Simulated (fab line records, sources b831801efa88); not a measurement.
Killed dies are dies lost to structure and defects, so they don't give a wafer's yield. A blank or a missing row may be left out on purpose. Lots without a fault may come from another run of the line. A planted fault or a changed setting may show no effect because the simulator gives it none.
Chamber matching | flow gf180mcu | GF_V3_ETCH_16 on rie_diel-01: 4 sister chambers
The step etches BARC in N2/H2. 4 wafers are shown with their chamber, then 8 later ones without.

WAFERS WITH THEIR CHAMBER
wafer  | chamber | drypump_motor_current_A (A)
L081.4 | 2       | 5.6
L086.4 | 0       | 5.1
L086.6 | 3       | 5.9
L090.2 | 1       | 5.1

WAFERS WITHOUT THEIR CHAMBER
wafer  | drypump_motor_current_A (A)
L090.4 | 5.1
L090.6 | 5.2
L094.1 | 5.2
L094.3 | 5.6
L094.4 | 6.0
L097.1 | 5.1
L097.3 | 5.6
L097.5 | 5.1

WHICH CHAMBER EACH WENT THROUGH
wafer  | from the rows above     | in truth
L090.4 | can't be placed: 0 or 1 | 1
L090.6 | can't be placed: 0 or 1 | 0
L094.1 | can't be placed: 0 or 1 | 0
L094.3 | 2                       | 2
L094.4 | 3                       | 3
L097.1 | can't be placed: 0 or 1 | 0
L097.3 | 2                       | 2
L097.5 | can't be placed: 0 or 1 | 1
Placed correctly: 3 of 8. Can't be placed from these rows: 5 (the true chamber is among the candidates in 5). Placed wrongly: 0.
How it was worked out, from the rows above alone: a wafer's distance from a chamber is the root of the sum, over the readings, of the square of ((its reading less the chamber's mean) divided by the reading's scatter). The wafer belongs to the nearest chamber; if the next one is less than 2 further off, it can't be placed. A chamber's mean is the mean of its shown wafers. The scatter: with one shown wafer a chamber, the root of the mean of the squares of how far each hidden wafer lies from its nearest shown one.
